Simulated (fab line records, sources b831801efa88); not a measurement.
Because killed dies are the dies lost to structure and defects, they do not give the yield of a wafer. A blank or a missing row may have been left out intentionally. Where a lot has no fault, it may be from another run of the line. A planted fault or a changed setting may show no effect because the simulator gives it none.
fab line records | flow gf180mcu
[record] lots = 14 wafers = 42 last-day = 34
route steps=602 shown V4@498 MIM@507
lots untouched by any fault: they come from a run of this same line in which no faults occurred
start-h: the number of hours between the record's first day and the start of the first shown wafer of the lot | wait-h: hours elapsed since this lot's preceding step | " unchanged from the row above | L1.1+2: a single row standing in for several wafers | - no value, or no start given | * or withheld: withheld | < > ~ a bound
route shown NAME@n: NAME is a module with steps in the file, n the number in the route of the first one | usual: mean/standard deviation taken from wafers without a fault | same: alike in all rows | chamber/n: place in a boat | sites: the reading at each site | _std_site: standard deviation across them | _edge_site: mean of outer sites minus mean of inner sites | radius-mm: how far each site lies from the wafer's centre | mask NAME#n: copy n | behind: the last tool/chamber to shape the wafer | hold: the reason the lot was held/the length of the hold in hours/how it ended | device: whichever transistor did not switch (one of n, p or np) | end of line: the route-end tests of the same wafers | a step given without rows: its recipe and nothing more | killed: dies that structure and defects cost at the first sort, which is not the same as the wafer's yield | map: shows each die of a wafer: x if killed, . if not, _ if none is there
set.NAME: the run value of the setting; set.NAME@STEP: its run value at that earlier step | model.NAME: the simulator's own value behind a step, which no gauge read
a sample of lots followed through the steps of the route, with each step as a table and each wafer as a row
services: a tool's chamber out of use, with start hour (start-h, from the record's first day; less than 0 if before it), hours out, and reason
[[steps]]
[step GF_V4_SPUTTER_22]
[recipe] material = TiN target-thk-nm = 10 chamber-pressure-pa = 5 power-w = 4000 time-s = 40
[usual] cathode-dc-power-W = 4000.0/0.7 chamber-pressure-pa = 5.000/0.01 throttle-valve-pct = 30.1/0.87
// columns lot.wafer tool chamber start-h wait-h cathode-dc-power-W chamber-pressure-pa throttle-valve-pct
L748.1 pvd-sputter-04 - 557.46 0.0 3999.3 5.006 30.6
L748.4 " - " " 3999.6 5.007 28.5
L748.6 " - " " 4000.8 5.023 30.5
L749.1 pvd-sputter-02 - 565.51 0.0 3999.5 4.992 30.8
L749.2 " - " " 3999.1 4.987 30.5
L749.5 " - " " 3999.0 4.999 29.8
L750.1 pvd-sputter-01 - 573.21 0.0 4000.6 5.005 30.2
L750.5 " - " " 4000.1 5.003 31.1
L750.6 " - " " 4000.7 4.996 30.6
L751.1 pvd-sputter-04 - 591.24 0.0 4000.8 5.012 30.6
L751.2 " - " " 3999.9 5.005 30.0
L751.6 " - " " 4000.4 5.020 28.4
L752.2 pvd-sputter-04 - 598.80 0.0 4000.5 4.996 28.4
L752.4 " - " " 3998.9 4.989 30.5
L752.6 " - " " 3999.3 5.004 29.4
L753.1 pvd-sputter-04 - 607.11 0.0 4000.9 5.004 30.6
L753.5 " - " " 3999.3 4.982 29.7
L753.6 " - " " 4000.3 4.994 30.4
L757.1 pvd-sputter-04 - 632.64 0.0 4000.6 5.000 28.4
L757.3 " - " " 3999.6 4.999 30.0
L757.5 " - " " 3999.8 5.001 28.5
L758.1 pvd-sputter-01 - 640.01 0.0 3999.3 5.005 31.1
L758.3 " - " " 3999.3 5.006 31.7
L758.4 " - " " 4001.3 5.001 29.8
L764.2 pvd-sputter-02 - 689.66 0.0 3999.9 5.000 29.8
L764.3 " - " " 4000.1 5.001 30.8
L764.4 " - " " 4000.0 4.992 29.8
L765.2 pvd-sputter-01 - 695.36 0.0 4001.1 5.008 30.6
L765.3 " - " " 3999.2 4.977 31.8
L765.5 " - " " 4000.2 4.999 30.3
L766.2 pvd-sputter-01 - 707.00 0.0 4000.7 4.992 31.0
L766.4 " - " " 3999.1 5.004 29.9
L766.6 " - " " 3999.2 4.988 30.3
L769.1 pvd-sputter-04 - 719.23 0.0 4000.4 5.003 30.0
L769.3 " - " " 3999.9 4.995 30.6
L769.6 " - " " 4000.2 4.985 29.3
L770.1 pvd-sputter-04 - 721.98 0.0 3998.9 4.999 29.7
L770.2 " - " " 4001.0 4.989 28.5
L770.5 " - " " 4000.1 4.997 28.4
L771.1 pvd-sputter-02 - 729.11 0.0 4000.2 4.991 30.4
L771.2 " - " " 3999.1 4.991 29.8
L771.6 " - " " 3999.5 5.003 30.0
[step GF_V4_CMP_26]
[recipe] stop-on = SiO2 down-force-psi = 3.5 platen-rpm = 60 t-overpolish-s = 15 target-thk-nm = 0 pad-velocity-m-s = 0.94248
[usual] motor-current-A = 11.0/1.1 overpolish-run-s = 15.000/0.0088 retaining-ring-pressure-frac = 1.000/0.0056 time-to-endpoint-s = 84/3.3
// columns lot.wafer tool chamber start-h wait-h motor-current-A overpolish-run-s retaining-ring-pressure-frac time-to-endpoint-s
L748.1 cmp-01 2 557.79 0.1 11.4 14.994 1.003 77
L748.4 " 0 " " 13.1 15.007 0.994 79
L748.6 " 3 " " 10.1 15.000 1.006 87
L749.2 cmp-01 2 565.89 0.1 11.4 15.004 1.002 83
L749.1 " 0 " " 11.8 15.007 0.996 83
L749.5 " 2 " " 10.9 15.012 1.001 79
L750.1 cmp-01 3 573.64 0.1 9.2 14.990 1.001 85
L750.5 " 1 " " 9.4 15.000 0.993 82
L750.6 " 2 " " 10.4 15.009 0.993 82
L751.1 cmp-01 0 591.67 0.1 12.0 15.011 1.000 83
L751.2 " 1 " " 9.5 15.000 0.995 83
L751.6 " 2 " " 11.3 14.986 1.005 80
L752.2 cmp-02 1 599.13 0.0 12.5 15.007 0.997 83
L752.4 " 3 " " 11.5 15.011 0.999 85
L752.6 " 1 " " 11.5 15.008 0.995 86
L753.1 cmp-01 0 607.50 0.1 12.4 14.994 0.997 86
L753.6 " 3 " " 9.9 15.000 1.007 89
L753.5 " 0 " " 12.4 14.982 1.004 88
L757.1 cmp-01 1 632.97 0.1 9.6 14.988 0.994 81
L757.3 " 0 " " 12.2 14.998 1.001 83
L757.5 " 1 " " 9.1 14.999 0.992 88
L758.4 cmp-01 0 640.34 0.0 12.5 14.992 1.000 84
L758.3 " 1 " " 9.3 15.015 0.998 89
L758.1 " 2 " " 11.0 15.016 0.997 85
L764.4 cmp-01 0 690.19 0.2 11.9 14.990 1.012 83
L764.2 " 2 " " 10.9 15.003 0.991 82
L764.3 " 3 " " 10.2 15.004 0.992 88
L765.2 cmp-02 0 695.83 0.2 11.7 14.999 1.002 88
L765.3 " 2 " " 12.1 15.005 1.008 90
L765.5 " 1 " " 11.9 15.013 0.998 82
L766.4 cmp-01 1 707.38 0.1 9.5 15.013 1.006 86
L766.2 " 2 " " 10.9 15.007 0.991 83
L766.6 " 1 " " 9.1 15.013 1.001 85
L769.1 cmp-02 2 719.56 0.1 11.4 14.997 1.008 88
L769.3 " 0 " " 11.5 14.991 0.999 86
L769.6 " 2 " " 12.5 14.998 1.003 88
L770.1 cmp-01 2 722.31 0.1 11.0 15.000 0.995 80
L770.2 " 3 " " 10.2 14.993 1.015 87
L770.5 " 3 " " 9.7 14.992 1.017 84
L771.2 cmp-02 1 729.44 0.0 11.9 15.006 1.002 80
L771.1 " 3 " " 11.4 15.014 1.002 86
L771.6 " 2 " " 12.1 15.014 0.995 88
[step GF_MIM_SPUTTER_04]
[recipe] material = TiN target-thk-nm = 50 power-w = 6500 time-s = 41.7 chamber-pressure-pa = 0.4
[usual] cathode-dc-power-W = 6500.1/1.2 chamber-pressure-pa = 0.4000/0.00079 throttle-valve-pct = 30.2/0.76
// columns lot.wafer tool chamber start-h wait-h cathode-dc-power-W chamber-pressure-pa throttle-valve-pct
L748.1 pvd-sputter-03 - 558.27 0.0 6499.0 0.3993 30.2
L748.4 " - " " 6499.7 0.3995 30.0
L748.6 " - " " 6499.7 0.3993 31.0
L749.1 pvd-sputter-03 - 566.32 0.0 6499.1 0.4014 30.2
L749.2 " - " " 6500.7 0.4000 30.0
L749.5 " - " " 6500.6 0.4009 31.2
L750.1 pvd-sputter-04 - 574.03 0.0 6500.3 0.3999 30.4
L750.5 " - " " 6500.4 0.3987 28.5
L750.6 " - " " 6499.3 0.4002 29.5
L751.1 pvd-sputter-01 - 592.05 0.0 6499.4 0.4008 31.6
L751.2 " - " " 6500.8 0.3998 30.3
L751.6 " - " " 6499.7 0.4001 29.7
L752.2 pvd-sputter-03 - 599.61 0.0 6499.8 0.4002 30.1
L752.4 " - " " 6501.8 0.4014 30.0
L752.6 " - " " 6500.9 0.4006 29.6
L753.1 pvd-sputter-01 - 607.93 0.0 6500.6 0.3998 31.0
L753.5 " - " " 6501.0 0.3996 31.6
L753.6 " - " " 6500.7 0.4003 30.3
L757.1 pvd-sputter-01 - 633.45 0.0 6500.1 0.4003 30.9
L757.3 " - " " 6498.7 0.3986 30.1
L757.5 " - " " 6497.7 0.3994 31.1
L758.1 pvd-sputter-04 - 640.82 0.0 6501.4 0.3999 28.2
L758.3 " - " " 6500.0 0.4002 29.7
L758.4 " - " " 6500.0 0.4000 30.5
L764.2 pvd-sputter-04 - 690.67 0.0 6500.2 0.4005 29.8
L764.3 " - " " 6502.2 0.3986 28.3
L764.4 " - " " 6500.5 0.3997 30.7
L765.2 pvd-sputter-03 - 696.32 0.0 - - -
L765.3 " - " " - - -
L765.5 " - " " - - -
L766.2 pvd-sputter-03 - 707.81 0.0 - - -
L766.4 " - " " - - -
L766.6 " - " " - - -
L769.1 pvd-sputter-01 - 720.04 0.0 6500.0 0.4001 29.9
L769.3 " - " " 6498.6 0.4005 30.6
L769.6 " - " " 6499.6 0.3994 30.3
L770.1 pvd-sputter-01 - 722.79 0.0 6500.2 0.4004 29.7
L770.2 " - " " 6502.4 0.4020 30.8
L770.5 " - " " 6501.3 0.3995 29.8
L771.1 pvd-sputter-03 - 729.93 0.0 6497.9 0.4006 29.8
L771.2 " - " " 6498.4 0.4001 30.1
L771.6 " - " " 6501.1 0.4004 30.1
[step GF_MIM_SPUTTER_09]
[recipe] material = TiN target-thk-nm = 35 power-w = 6589 time-s = 29.2 chamber-pressure-pa = 0.4
[usual] cathode-dc-power-W = 6589.0/1.1 chamber-pressure-pa = 0.4000/0.00088 throttle-valve-pct = 30.0/0.88
// columns lot.wafer tool chamber start-h wait-h cathode-dc-power-W chamber-pressure-pa throttle-valve-pct
L748.1 pvd-sputter-01 - 558.47 0.0 6590.3 0.3999 31.6
L748.4 " - " " 6589.6 0.4011 31.0
L748.6 " - " " 6590.0 0.4013 30.9
L749.1 pvd-sputter-04 - 566.52 0.0 6588.8 0.3990 28.6
L749.2 " - " " 6589.4 0.3989 29.6
L749.5 " - " " 6586.3 0.4003 29.5
L750.1 pvd-sputter-01 - 574.23 0.0 6588.0 0.3996 31.1
L750.5 " - " " 6588.4 0.3994 29.9
L750.6 " - " " 6589.0 0.4000 31.8
L751.1 pvd-sputter-03 - 592.25 0.0 6589.7 0.3991 31.1
L751.2 " - " " 6588.7 0.3996 30.5
L751.6 " - " " 6590.9 0.3996 30.8
L752.2 pvd-sputter-01 - 599.81 0.0 6590.7 0.3997 29.9
L752.4 " - " " 6590.5 0.3997 31.8
L752.6 " - " " 6588.8 0.3998 31.2
L753.1 pvd-sputter-04 - 608.13 0.0 6590.6 0.3985 30.5
L753.5 " - " " 6589.6 0.3994 29.7
L753.6 " - " " 6589.3 0.4012 28.6
L757.1 pvd-sputter-04 - 633.65 0.0 6588.0 0.4008 29.4
L757.3 " - " " 6591.7 0.4002 30.6
L757.5 " - " " 6589.8 0.3989 28.6
L758.1 pvd-sputter-03 - 641.02 0.0 6587.1 0.3998 30.1
L758.3 " - " " 6588.3 0.3999 29.8
L758.4 " - " " 6588.9 0.3989 31.3
L764.2 pvd-sputter-03 - 690.87 0.0 6588.7 0.4004 29.9
L764.3 " - " " 6589.4 0.4001 30.1
L764.4 " - " " 6586.9 0.4010 29.5
L765.2 pvd-sputter-01 - 696.52 0.0 6589.1 0.4016 29.8
L765.3 " - " " 6589.1 0.4001 31.4
L765.5 " - " " 6589.2 0.3994 30.5
L766.2 pvd-sputter-04 - 708.01 0.0 6588.9 0.4001 29.7
L766.4 " - " " 6589.7 0.4001 28.7
L766.6 " - " " 6588.8 0.3988 29.9
L769.1 pvd-sputter-04 - 720.24 0.0 6588.5 0.3983 30.5
L769.3 " - " " 6590.2 0.3981 28.6
L769.6 " - " " 6590.0 0.4010 29.4
L770.1 pvd-sputter-04 - 722.99 0.0 6586.7 0.3994 30.5
L770.2 " - " " 6588.2 0.3987 28.8
L770.5 " - " " 6587.7 0.4011 29.8
L771.1 pvd-sputter-04 - 730.13 0.0 6590.3 0.4021 29.4
L771.2 " - " " 6588.0 0.3997 28.2
L771.6 " - " " 6588.6 0.3998 30.6
[[services]]
// columns tool chamber start-h hours kind
pvd-sputter-03 - 556.92 0.9 repair
cmp-02 - 572.00 4.0 pm
cmp-02 - 576.00 - consumable-replace:conditioner
cmp-02 - 576.00 - consumable-replace:pad
cmp-01 - 592.22 1.5 repair
cmp-02 - 601.94 1.5 repair
cmp-02 - 601.95 0.3 repair
cmp-01 - 630.96 1.8 repair
cmp-02 - 676.31 15.2 repair
cmp-01 - 692.70 3.4 pm
cmp-01 - 697.44 2.3 repair
cmp-01 - 698.10 1.0 repair
pvd-sputter-03 - 710.62 2.9 repair
cmp-01 - 718.11 1.7 repair
pvd-sputter-03 - 719.86 1.3 repair
[[key]]
[first-sign] step = GF_MIM_SPUTTER_04 reading = tool-record direction = missing
effect none on later readings
met-at GF_MIM_SPUTTER_04
struck-lots L765,L766
later-rows-left-out L765.2,L765.3,L765.5,L766.2,L766.4,L766.6
sort-left-out L765.2,L765.3,L765.5,L766.2,L766.4,L766.6
not-acting-at GF_V4_SPUTTER_22,GF_V4_CMP_26,GF_MIM_SPUTTER_09
onset-between 599.61 696.32
[fault] kind = skipped-step-whole tool = pvd-sputter-03 chamber = - onset-h = 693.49 steps = GF_MIM_SPUTTER_04 scope = struck-lots-only
// sort-left-out: the simulated sort isn't trusted on such a fault, so these wafers' sort isn't shown, and their yield isn't known
// later-rows-left-out: the simulator's readings of these wafers behind a module that went badly wrong aren't trusted and aren't shown, but for the sort
